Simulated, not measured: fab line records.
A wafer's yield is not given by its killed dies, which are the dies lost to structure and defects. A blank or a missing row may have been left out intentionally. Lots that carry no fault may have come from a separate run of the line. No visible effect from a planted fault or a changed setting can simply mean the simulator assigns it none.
A sampling plan put to the test :: flow gf180mcu :: 49 faults told of in these records, all on one fab line, each judged by the records of the lots it struck
The plan is the line's own looks: the steps of the route at which a gauge or an inspection reads the wafer and doesn't change it. Where struck wafers have a number at a look and the file lists that look's usual mean and standard deviation on fault-free wafers, the look can be judged. Caught: 4 or more of those standard deviations (sigma) separate the usual mean from the mean of the struck wafers at a look after the fault's first step. On the tool: the same test on the tool's own readings at the fault's steps. A different recipe on the struck wafers counts as caught too, as does a record blank only for those wafers.

## THE FAULTS, as the simulator had put them in
1. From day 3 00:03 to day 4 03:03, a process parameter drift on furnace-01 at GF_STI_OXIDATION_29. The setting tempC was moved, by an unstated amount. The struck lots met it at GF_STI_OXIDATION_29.
2. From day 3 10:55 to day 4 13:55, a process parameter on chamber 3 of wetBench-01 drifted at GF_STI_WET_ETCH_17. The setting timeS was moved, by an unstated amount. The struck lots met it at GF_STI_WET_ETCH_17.
3. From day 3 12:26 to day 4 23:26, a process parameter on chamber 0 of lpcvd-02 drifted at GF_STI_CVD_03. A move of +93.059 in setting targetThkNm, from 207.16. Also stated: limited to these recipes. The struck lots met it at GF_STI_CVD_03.
4. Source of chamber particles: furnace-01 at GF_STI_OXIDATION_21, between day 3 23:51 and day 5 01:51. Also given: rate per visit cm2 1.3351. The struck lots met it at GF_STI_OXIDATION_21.
5. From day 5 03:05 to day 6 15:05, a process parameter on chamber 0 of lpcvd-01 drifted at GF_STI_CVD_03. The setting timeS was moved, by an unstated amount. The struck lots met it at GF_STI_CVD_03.
6. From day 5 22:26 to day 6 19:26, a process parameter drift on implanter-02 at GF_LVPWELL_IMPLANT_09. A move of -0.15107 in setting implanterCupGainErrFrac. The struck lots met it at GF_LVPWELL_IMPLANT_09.
7. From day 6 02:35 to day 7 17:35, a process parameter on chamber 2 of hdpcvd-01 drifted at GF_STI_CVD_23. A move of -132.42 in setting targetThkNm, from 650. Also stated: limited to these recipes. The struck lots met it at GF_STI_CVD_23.
8. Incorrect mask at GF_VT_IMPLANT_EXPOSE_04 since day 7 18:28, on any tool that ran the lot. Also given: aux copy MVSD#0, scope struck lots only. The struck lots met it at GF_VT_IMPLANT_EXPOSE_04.
9. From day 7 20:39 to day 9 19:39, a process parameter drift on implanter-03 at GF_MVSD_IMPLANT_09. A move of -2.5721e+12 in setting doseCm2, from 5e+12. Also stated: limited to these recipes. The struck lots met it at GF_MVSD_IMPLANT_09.
10. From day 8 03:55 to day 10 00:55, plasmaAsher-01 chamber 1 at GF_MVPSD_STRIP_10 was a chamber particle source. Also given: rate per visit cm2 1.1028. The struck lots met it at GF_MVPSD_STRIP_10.
11. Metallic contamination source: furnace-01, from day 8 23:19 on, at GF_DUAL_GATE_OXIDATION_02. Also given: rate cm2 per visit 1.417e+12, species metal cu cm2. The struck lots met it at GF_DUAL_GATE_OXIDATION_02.
12. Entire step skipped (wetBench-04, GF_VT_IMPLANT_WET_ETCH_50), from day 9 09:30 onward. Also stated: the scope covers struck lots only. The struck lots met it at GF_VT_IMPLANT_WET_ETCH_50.
13. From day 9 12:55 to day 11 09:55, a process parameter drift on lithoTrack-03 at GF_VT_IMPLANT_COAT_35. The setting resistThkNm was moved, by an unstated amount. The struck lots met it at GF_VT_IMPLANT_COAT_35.
14. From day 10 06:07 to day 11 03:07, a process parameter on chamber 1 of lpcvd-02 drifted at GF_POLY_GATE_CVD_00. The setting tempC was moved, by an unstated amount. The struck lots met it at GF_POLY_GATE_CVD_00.
15. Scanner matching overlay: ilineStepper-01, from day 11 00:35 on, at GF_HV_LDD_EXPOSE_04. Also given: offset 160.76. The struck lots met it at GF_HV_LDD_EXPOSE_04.
16. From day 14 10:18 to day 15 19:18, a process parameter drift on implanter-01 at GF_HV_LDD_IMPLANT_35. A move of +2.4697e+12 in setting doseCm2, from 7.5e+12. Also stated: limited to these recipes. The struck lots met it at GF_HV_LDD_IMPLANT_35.
17. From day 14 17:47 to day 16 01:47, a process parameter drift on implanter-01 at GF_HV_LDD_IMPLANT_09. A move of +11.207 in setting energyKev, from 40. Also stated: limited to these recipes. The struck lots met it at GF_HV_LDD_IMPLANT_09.
18. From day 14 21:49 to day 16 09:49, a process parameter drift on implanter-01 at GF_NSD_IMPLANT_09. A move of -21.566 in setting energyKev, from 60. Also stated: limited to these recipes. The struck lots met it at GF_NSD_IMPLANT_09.
19. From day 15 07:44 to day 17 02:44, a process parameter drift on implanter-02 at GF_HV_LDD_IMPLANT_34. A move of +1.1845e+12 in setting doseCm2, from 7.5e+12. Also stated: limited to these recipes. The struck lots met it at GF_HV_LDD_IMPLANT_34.
20. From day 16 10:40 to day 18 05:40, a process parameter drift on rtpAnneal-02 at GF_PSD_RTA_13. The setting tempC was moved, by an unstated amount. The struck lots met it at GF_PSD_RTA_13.
21. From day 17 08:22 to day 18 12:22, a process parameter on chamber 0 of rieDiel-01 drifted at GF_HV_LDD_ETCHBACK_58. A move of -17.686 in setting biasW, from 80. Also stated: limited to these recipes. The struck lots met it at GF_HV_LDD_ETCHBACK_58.
22. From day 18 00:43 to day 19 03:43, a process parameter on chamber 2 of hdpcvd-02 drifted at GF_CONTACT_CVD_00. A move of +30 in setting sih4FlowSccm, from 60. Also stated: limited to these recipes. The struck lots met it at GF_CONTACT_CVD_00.
23. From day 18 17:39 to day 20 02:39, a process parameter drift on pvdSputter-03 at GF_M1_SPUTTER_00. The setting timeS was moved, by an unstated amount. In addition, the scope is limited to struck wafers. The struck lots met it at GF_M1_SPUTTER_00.
24. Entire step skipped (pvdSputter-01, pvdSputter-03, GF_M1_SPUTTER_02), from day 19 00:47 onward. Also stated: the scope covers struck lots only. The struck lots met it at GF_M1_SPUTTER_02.
25. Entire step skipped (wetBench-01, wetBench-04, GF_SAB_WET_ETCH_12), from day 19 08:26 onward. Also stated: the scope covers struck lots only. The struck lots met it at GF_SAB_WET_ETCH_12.
26. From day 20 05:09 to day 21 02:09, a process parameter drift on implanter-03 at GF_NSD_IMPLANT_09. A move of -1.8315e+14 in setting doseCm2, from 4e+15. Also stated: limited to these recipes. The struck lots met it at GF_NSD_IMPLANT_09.
27. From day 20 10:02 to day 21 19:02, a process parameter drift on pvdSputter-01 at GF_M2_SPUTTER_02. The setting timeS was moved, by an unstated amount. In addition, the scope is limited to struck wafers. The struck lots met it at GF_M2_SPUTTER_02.
28. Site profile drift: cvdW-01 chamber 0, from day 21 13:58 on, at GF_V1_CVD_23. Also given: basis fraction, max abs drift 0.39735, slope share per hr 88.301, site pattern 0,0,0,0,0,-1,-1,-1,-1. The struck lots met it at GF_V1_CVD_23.
29. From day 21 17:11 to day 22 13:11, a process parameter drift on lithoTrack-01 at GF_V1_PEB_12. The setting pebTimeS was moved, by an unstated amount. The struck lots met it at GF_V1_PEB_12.
30. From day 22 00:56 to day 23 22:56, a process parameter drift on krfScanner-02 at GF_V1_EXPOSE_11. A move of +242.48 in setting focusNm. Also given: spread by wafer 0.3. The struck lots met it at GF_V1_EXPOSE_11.
31. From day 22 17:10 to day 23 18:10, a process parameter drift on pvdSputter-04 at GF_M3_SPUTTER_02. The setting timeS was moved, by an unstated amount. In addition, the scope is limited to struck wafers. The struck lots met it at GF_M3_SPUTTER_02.
32. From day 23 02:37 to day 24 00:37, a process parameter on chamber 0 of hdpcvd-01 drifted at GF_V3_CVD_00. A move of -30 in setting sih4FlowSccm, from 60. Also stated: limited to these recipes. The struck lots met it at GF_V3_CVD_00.
33. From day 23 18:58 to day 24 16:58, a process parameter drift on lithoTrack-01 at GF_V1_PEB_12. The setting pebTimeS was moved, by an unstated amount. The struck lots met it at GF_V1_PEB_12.
34. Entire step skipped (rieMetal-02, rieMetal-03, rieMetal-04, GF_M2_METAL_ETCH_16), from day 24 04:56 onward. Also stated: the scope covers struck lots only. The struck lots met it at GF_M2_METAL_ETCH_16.
35. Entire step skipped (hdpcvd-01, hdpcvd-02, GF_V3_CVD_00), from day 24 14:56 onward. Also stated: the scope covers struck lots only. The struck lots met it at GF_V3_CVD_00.
36. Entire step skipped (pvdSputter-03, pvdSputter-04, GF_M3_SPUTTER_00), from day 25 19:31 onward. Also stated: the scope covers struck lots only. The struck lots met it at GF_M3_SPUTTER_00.
37. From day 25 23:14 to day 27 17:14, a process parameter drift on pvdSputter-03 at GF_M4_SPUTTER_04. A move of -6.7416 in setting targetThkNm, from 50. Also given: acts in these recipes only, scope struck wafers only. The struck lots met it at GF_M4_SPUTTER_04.
38. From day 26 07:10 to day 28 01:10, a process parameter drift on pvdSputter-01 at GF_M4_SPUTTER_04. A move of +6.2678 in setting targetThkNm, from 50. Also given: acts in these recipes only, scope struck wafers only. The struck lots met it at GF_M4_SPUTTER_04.
39. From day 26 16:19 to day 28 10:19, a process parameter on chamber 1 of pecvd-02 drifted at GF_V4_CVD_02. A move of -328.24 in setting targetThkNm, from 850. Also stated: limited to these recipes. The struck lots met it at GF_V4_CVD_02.
40. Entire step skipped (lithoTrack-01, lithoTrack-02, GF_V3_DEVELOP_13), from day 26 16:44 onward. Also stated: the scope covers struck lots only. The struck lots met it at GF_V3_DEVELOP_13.
41. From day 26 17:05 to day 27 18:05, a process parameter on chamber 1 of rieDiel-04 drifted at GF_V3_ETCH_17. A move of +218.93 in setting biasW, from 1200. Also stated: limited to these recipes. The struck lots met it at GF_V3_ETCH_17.
42. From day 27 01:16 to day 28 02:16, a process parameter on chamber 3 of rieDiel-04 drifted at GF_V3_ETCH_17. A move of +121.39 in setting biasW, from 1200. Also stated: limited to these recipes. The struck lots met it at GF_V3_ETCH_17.
43. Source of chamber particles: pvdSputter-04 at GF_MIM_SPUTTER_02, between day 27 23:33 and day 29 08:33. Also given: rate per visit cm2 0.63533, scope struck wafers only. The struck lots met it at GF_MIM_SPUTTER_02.
44. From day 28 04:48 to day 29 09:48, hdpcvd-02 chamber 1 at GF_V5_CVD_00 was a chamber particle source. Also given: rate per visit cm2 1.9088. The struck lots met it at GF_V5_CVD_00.
45. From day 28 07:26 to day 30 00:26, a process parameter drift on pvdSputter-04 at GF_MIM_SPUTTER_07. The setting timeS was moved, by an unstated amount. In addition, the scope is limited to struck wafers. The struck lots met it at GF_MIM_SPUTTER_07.
46. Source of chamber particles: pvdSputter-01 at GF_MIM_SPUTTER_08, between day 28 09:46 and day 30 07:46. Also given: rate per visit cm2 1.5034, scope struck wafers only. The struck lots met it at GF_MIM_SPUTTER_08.
47. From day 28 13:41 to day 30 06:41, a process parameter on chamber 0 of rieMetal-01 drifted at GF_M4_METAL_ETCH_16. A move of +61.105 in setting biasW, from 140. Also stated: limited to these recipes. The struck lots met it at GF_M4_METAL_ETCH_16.
48. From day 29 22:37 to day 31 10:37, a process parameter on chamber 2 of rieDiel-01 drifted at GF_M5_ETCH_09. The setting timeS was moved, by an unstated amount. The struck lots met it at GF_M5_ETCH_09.
49. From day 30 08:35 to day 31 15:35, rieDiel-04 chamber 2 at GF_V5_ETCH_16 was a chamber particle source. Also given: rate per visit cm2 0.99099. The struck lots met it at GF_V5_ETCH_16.

## WHAT THE PLAN SAW
fault: 1
on the tool itself: tubeCenterTempC -99 or beyond sigma
first look that catches it: GF_STI_THK_MEAS_30
reading, sigma: STI_OXIDATION_02_THK -9.5
median hours from its first step to that look: 1.4
hours from the fault's start to the first struck lot there: 4
judged looks passed uncaught: 0

fault: 2
on the tool itself: runLengthS +99 or beyond sigma
first look that catches it: none of the 2 looks that can be judged after it
reading, sigma: -
median hours from its first step to that look: -
hours from the fault's start to the first struck lot there: -
judged looks passed uncaught: 2

fault: 3
on the tool itself: no reading that can be judged
first look that catches it: GF_STI_THK_MEAS_04
reading, sigma: STI_CVD_03_THK +52
median hours from its first step to that look: 2.0
hours from the fault's start to the first struck lot there: 5
judged looks passed uncaught: 0

fault: 4
on the tool itself: under 2 sigma
first look that catches it: not the one look that can be judged after it
reading, sigma: -
median hours from its first step to that look: -
hours from the fault's start to the first struck lot there: -
judged looks passed uncaught: 1

fault: 5
on the tool itself: under 2 sigma
first look that catches it: none of the 2 looks that can be judged after it
reading, sigma: strongest: STI_CVD_03_THK at GF_STI_THK_MEAS_04, -2.5
median hours from its first step to that look: -
hours from the fault's start to the first struck lot there: -
judged looks passed uncaught: 2

fault: 6
on the tool itself: beamOnS +8.6 sigma
first look that catches it: GF_VT_IMPLANT_RS_MEAS_48
reading, sigma: LVPWELL_RS -14
median hours from its first step to that look: 99.3
hours from the fault's start to the first struck lot there: 107
judged looks passed uncaught: 1

fault: 7
on the tool itself: no reading that can be judged
first look that catches it: GF_STI_THK_MEAS_24
reading, sigma: STI_CVD_23_THK -16
median hours from its first step to that look: 0.1
hours from the fault's start to the first struck lot there: 2
judged looks passed uncaught: 0

fault: 8
on the tool itself: no reading that can be judged
first look that catches it: GF_VT_IMPLANT_TW_MEAS_10
reading, sigma: VT_IMPLANT_TW -74
median hours from its first step to that look: 8.6
hours from the fault's start to the first struck lot there: 13
judged looks passed uncaught: 0

fault: 9
on the tool itself: doseIonsCm2 -99 or beyond sigma
first look that catches it: GF_VT_IMPLANT_RS_MEAS_46
reading, sigma: MVSD_RS +39
median hours from its first step to that look: 87.3
hours from the fault's start to the first struck lot there: 92
judged looks passed uncaught: 0

fault: 10
on the tool itself: under 2 sigma
first look that catches it: none of the 3 looks that can be judged after it
reading, sigma: -
median hours from its first step to that look: -
hours from the fault's start to the first struck lot there: -
judged looks passed uncaught: 3

fault: 11
on the tool itself: under 2 sigma
first look that catches it: no look after it can be judged
reading, sigma: -
median hours from its first step to that look: -
hours from the fault's start to the first struck lot there: -
judged looks passed uncaught: 0

fault: 12
on the tool itself: the tool's record is blank for the struck wafers
first look that catches it: no look after it can be judged
reading, sigma: -
median hours from its first step to that look: -
hours from the fault's start to the first struck lot there: -
judged looks passed uncaught: 0

fault: 13
on the tool itself: under 2 sigma
first look that catches it: not the one look that can be judged after it
reading, sigma: -
median hours from its first step to that look: -
hours from the fault's start to the first struck lot there: -
judged looks passed uncaught: 1

fault: 14
on the tool itself: susceptorTempC -22 sigma
first look that catches it: GF_POLY_GATE_THK_MEAS_01
reading, sigma: POLY_GATE_CVD_00_THK -17
median hours from its first step to that look: 1.7
hours from the fault's start to the first struck lot there: 8
judged looks passed uncaught: 0

fault: 15
on the tool itself: under 2 sigma
first look that catches it: GF_HV_LDD_OVL_MEAS_08
reading, sigma: HV_LDD_OVL +99 or beyond
median hours from its first step to that look: 8.8
hours from the fault's start to the first struck lot there: 14
judged looks passed uncaught: 0

fault: 16
on the tool itself: doseIonsCm2 +99 or beyond sigma
first look that catches it: GF_HV_LDD_RS_MEAS_53
reading, sigma: HV_LDD_RS -6.9
median hours from its first step to that look: 23.0
hours from the fault's start to the first struck lot there: 24
judged looks passed uncaught: 1

fault: 17
on the tool itself: beamEnergyKeV +99 or beyond sigma
first look that catches it: GF_HV_LDD_TW_MEAS_11
reading, sigma: HV_LDD_TW +6.9
median hours from its first step to that look: 0.2
hours from the fault's start to the first struck lot there: 11
judged looks passed uncaught: 0

fault: 18
on the tool itself: beamEnergyKeV -99 or beyond sigma
first look that catches it: GF_NSD_TW_MEAS_12
reading, sigma: NSD_TW -5.3
median hours from its first step to that look: 0.4
hours from the fault's start to the first struck lot there: 8
judged looks passed uncaught: 0

fault: 19
on the tool itself: doseIonsCm2 +99 or beyond sigma
first look that catches it: not the one look that can be judged after it
reading, sigma: strongest: HV_LDD_RS at GF_HV_LDD_RS_MEAS_53, -3.5
median hours from its first step to that look: -
hours from the fault's start to the first struck lot there: -
judged looks passed uncaught: 1

fault: 20
on the tool itself: wafer_temp_C_max -9.7 sigma
first look that catches it: GF_PSD_RS_MEAS_14
reading, sigma: NSD_RS +28
median hours from its first step to that look: 0.1
hours from the fault's start to the first struck lot there: 7
judged looks passed uncaught: 0

fault: 21
on the tool itself: biasW -74 sigma
first look that catches it: none of the 6 looks that can be judged after it
reading, sigma: -
median hours from its first step to that look: -
hours from the fault's start to the first struck lot there: -
judged looks passed uncaught: 6

fault: 22
on the tool itself: sih4FlowSccm +99 or beyond sigma
first look that catches it: GF_CONTACT_THK_MEAS_01
reading, sigma: CONTACT_CVD_00_THK +43
median hours from its first step to that look: 0.0
hours from the fault's start to the first struck lot there: 10
judged looks passed uncaught: 0

fault: 23
on the tool itself: under 2 sigma
first look that catches it: no look after it can be judged
reading, sigma: -
median hours from its first step to that look: -
hours from the fault's start to the first struck lot there: -
judged looks passed uncaught: 0

fault: 24
on the tool itself: the tool's record is blank for the struck wafers
first look that catches it: GF_M1_RS_MEAS_05
reading, sigma: M1_ALCU_RS +99 or beyond
median hours from its first step to that look: 0.1
hours from the fault's start to the first struck lot there: 6
judged looks passed uncaught: 0

fault: 25
on the tool itself: the tool's record is blank for the struck wafers
first look that catches it: no look after it can be judged
reading, sigma: -
median hours from its first step to that look: -
hours from the fault's start to the first struck lot there: -
judged looks passed uncaught: 0

fault: 26
on the tool itself: doseIonsCm2 -43 sigma
first look that catches it: none of the 2 looks that can be judged after it
reading, sigma: strongest: NSD_RS at GF_PSD_RS_MEAS_14, +3.0
median hours from its first step to that look: -
hours from the fault's start to the first struck lot there: -
judged looks passed uncaught: 2

fault: 27
on the tool itself: under 2 sigma
first look that catches it: GF_M2_RS_MEAS_05
reading, sigma: M2_ALCU_RS -6.2
median hours from its first step to that look: 0.1
hours from the fault's start to the first struck lot there: 11
judged looks passed uncaught: 0

fault: 28
on the tool itself: under 2 sigma
first look that catches it: GF_V1_RS_MEAS_24
reading, sigma: V1_W_RS +28
median hours from its first step to that look: 0.1
hours from the fault's start to the first struck lot there: 2
judged looks passed uncaught: 0

fault: 29
on the tool itself: no reading that can be judged
first look that catches it: none of the 2 looks that can be judged after it
reading, sigma: strongest: cdNm at GF_V1_CD_MEAS_14, +2.6
median hours from its first step to that look: -
hours from the fault's start to the first struck lot there: -
judged looks passed uncaught: 2

fault: 30
on the tool itself: under 2 sigma
first look that catches it: not the one look that can be judged after it
reading, sigma: -
median hours from its first step to that look: -
hours from the fault's start to the first struck lot there: -
judged looks passed uncaught: 1

fault: 31
on the tool itself: under 2 sigma
first look that catches it: GF_M3_RS_MEAS_05
reading, sigma: M3_ALCU_RS -6.2
median hours from its first step to that look: 0.1
hours from the fault's start to the first struck lot there: 6
judged looks passed uncaught: 0

fault: 32
on the tool itself: sih4FlowSccm -99 or beyond sigma
first look that catches it: GF_V3_THK_MEAS_01
reading, sigma: V3_CVD_00_THK -44
median hours from its first step to that look: 0.1
hours from the fault's start to the first struck lot there: 20
judged looks passed uncaught: 0

fault: 33
on the tool itself: no reading that can be judged
first look that catches it: none of the 2 looks that can be judged after it
reading, sigma: -
median hours from its first step to that look: -
hours from the fault's start to the first struck lot there: -
judged looks passed uncaught: 2

fault: 34
on the tool itself: the tool's record is blank for the struck wafers
first look that catches it: no look after it can be judged
reading, sigma: -
median hours from its first step to that look: -
hours from the fault's start to the first struck lot there: -
judged looks passed uncaught: 0

fault: 35
on the tool itself: the tool's record is blank for the struck wafers
first look that catches it: not the one look that can be judged after it
reading, sigma: strongest: V3_BOW at GF_V3_BOW_MEAS_05, -2.6
median hours from its first step to that look: -
hours from the fault's start to the first struck lot there: -
judged looks passed uncaught: 1

fault: 36
on the tool itself: the tool's record is blank for the struck wafers
first look that catches it: none of the 2 looks that can be judged after it
reading, sigma: -
median hours from its first step to that look: -
hours from the fault's start to the first struck lot there: -
judged looks passed uncaught: 2

fault: 37
on the tool itself: only faintly: throttleValvePct +2.3 sigma
first look that catches it: none of the 7 looks that can be judged after it
reading, sigma: -
median hours from its first step to that look: -
hours from the fault's start to the first struck lot there: -
judged looks passed uncaught: 7

fault: 38
on the tool itself: under 2 sigma
first look that catches it: none of the 7 looks that can be judged after it
reading, sigma: -
median hours from its first step to that look: -
hours from the fault's start to the first struck lot there: -
judged looks passed uncaught: 7

fault: 39
on the tool itself: under 2 sigma
first look that catches it: GF_V4_THK_MEAS_03
reading, sigma: V4_CVD_02_THK -30
median hours from its first step to that look: 0.1
hours from the fault's start to the first struck lot there: 26
judged looks passed uncaught: 0

fault: 40
on the tool itself: no reading that can be judged
first look that catches it: no look after it can be judged
reading, sigma: -
median hours from its first step to that look: -
hours from the fault's start to the first struck lot there: -
judged looks passed uncaught: 0

fault: 41
on the tool itself: biasW +59 sigma
first look that catches it: no look after it can be judged
reading, sigma: -
median hours from its first step to that look: -
hours from the fault's start to the first struck lot there: -
judged looks passed uncaught: 0

fault: 42
on the tool itself: biasW +34 sigma
first look that catches it: no look after it can be judged
reading, sigma: -
median hours from its first step to that look: -
hours from the fault's start to the first struck lot there: -
judged looks passed uncaught: 0

fault: 43
on the tool itself: under 2 sigma
first look that catches it: not the one look that can be judged after it
reading, sigma: -
median hours from its first step to that look: -
hours from the fault's start to the first struck lot there: -
judged looks passed uncaught: 1

fault: 44
on the tool itself: under 2 sigma
first look that catches it: none of the 2 looks that can be judged after it
reading, sigma: -
median hours from its first step to that look: -
hours from the fault's start to the first struck lot there: -
judged looks passed uncaught: 2

fault: 45
on the tool itself: under 2 sigma
first look that catches it: none of the 2 looks that can be judged after it
reading, sigma: -
median hours from its first step to that look: -
hours from the fault's start to the first struck lot there: -
judged looks passed uncaught: 2

fault: 46
on the tool itself: under 2 sigma
first look that catches it: not the one look that can be judged after it
reading, sigma: -
median hours from its first step to that look: -
hours from the fault's start to the first struck lot there: -
judged looks passed uncaught: 1

fault: 47
on the tool itself: biasW +99 or beyond sigma
first look that catches it: no look after it can be judged
reading, sigma: -
median hours from its first step to that look: -
hours from the fault's start to the first struck lot there: -
judged looks passed uncaught: 0

fault: 48
on the tool itself: under 2 sigma
first look that catches it: no look after it can be judged
reading, sigma: -
median hours from its first step to that look: -
hours from the fault's start to the first struck lot there: -
judged looks passed uncaught: 0

fault: 49
on the tool itself: under 2 sigma
first look that catches it: none of the 6 looks that can be judged after it
reading, sigma: -
median hours from its first step to that look: -
hours from the fault's start to the first struck lot there: -
judged looks passed uncaught: 6
A dash: the fault is not caught, or the number is missing from these records.

Caught at a look: 19 of 49. Caught on the tool: 23 of 49. By one or the other: 31 of 49.
Faults 2, 12, 19, 21, 25, 26, 34, 35, 36, 41, 42, 47 were caught on the tool alone.
Caught at a look alone: faults 3, 7, 8, 15, 27, 28, 31, 39.
Caught by neither: faults 4, 5, 10, 11, 13, 23, 29, 30, 33, 37, 38, 40, 43, 44, 45, 46, 48, 49.

## THINNER SAMPLING
Were the look that catches a fault to measure just every second or every third lot (counted by lot number), the first struck lot would, at worst, be measured this late:
fault: 1
struck lots at that look, in order of time: L857, L858, L859
every lot: 4 h
every second lot: 8 h
every third lot: 13 h

fault: 3
struck lots at that look, in order of time: L372
every lot: 5 h
every second lot: may miss it
every third lot: may miss it

fault: 6
struck lots at that look, in order of time: L971, L973
every lot: 107 h
every second lot: may miss all 2
every third lot: may miss all 2

fault: 7
struck lots at that look, in order of time: L418, L419, L422
every lot: 2 h
every second lot: 8 h
every third lot: may miss all 3

fault: 8
struck lots at that look, in order of time: L491
every lot: 13 h
every second lot: may miss it
every third lot: may miss it

fault: 9
struck lots at that look, in order of time: L123, L124
every lot: 92 h
every second lot: 101 h
every third lot: may miss all 2

fault: 14
struck lots at that look, in order of time: L880, L881
every lot: 8 h
every second lot: 14 h
every third lot: may miss all 2

fault: 15
struck lots at that look, in order of time: L767, L770, L771, L772
every lot: 14 h
every second lot: 36 h
every third lot: 41 h

fault: 16
struck lots at that look, in order of time: L774, L776
every lot: 24 h
every second lot: may miss all 2
every third lot: may miss all 2

fault: 17
struck lots at that look, in order of time: L364, L365
every lot: 11 h
every second lot: 15 h
every third lot: may miss all 2

fault: 18
struck lots at that look, in order of time: L438, L439
every lot: 8 h
every second lot: 21 h
every third lot: may miss all 2

fault: 20
struck lots at that look, in order of time: L663, L664
every lot: 7 h
every second lot: 17 h
every third lot: may miss all 2

fault: 22
struck lots at that look, in order of time: L327
every lot: 10 h
every second lot: may miss it
every third lot: may miss it

fault: 24
struck lots at that look, in order of time: L906, L907, L908
every lot: 6 h
every second lot: 9 h
every third lot: 13 h

fault: 27
struck lots at that look, in order of time: L128
every lot: 11 h
every second lot: may miss it
every third lot: may miss it

fault: 28
struck lots at that look, in order of time: L119, L120, L121
every lot: 2 h
every second lot: 11 h
every third lot: 20 h

fault: 31
struck lots at that look, in order of time: L743, L745
every lot: 6 h
every second lot: may miss all 2
every third lot: may miss all 2

fault: 32
struck lots at that look, in order of time: L113
every lot: 20 h
every second lot: may miss it
every third lot: may miss it

fault: 39
struck lots at that look, in order of time: L296
every lot: 26 h
every second lot: may miss it
every third lot: may miss it
Hours count from the start of the fault until the first struck lot that is measured. 4 sigma limit: tested on the pooled struck wafers, so a lone lot may be under it. Other struck lots may not be in these records.

## THE LONGEST TIMED WAY FROM STEP TO LOOK
Fault 6: median gap of 99.3 hours between GF_LVPWELL_IMPLANT_09 and GF_VT_IMPLANT_RS_MEAS_48. The look between them that can be judged stayed within 4 sigma: GF_MVPSD_TW_MEAS_11.
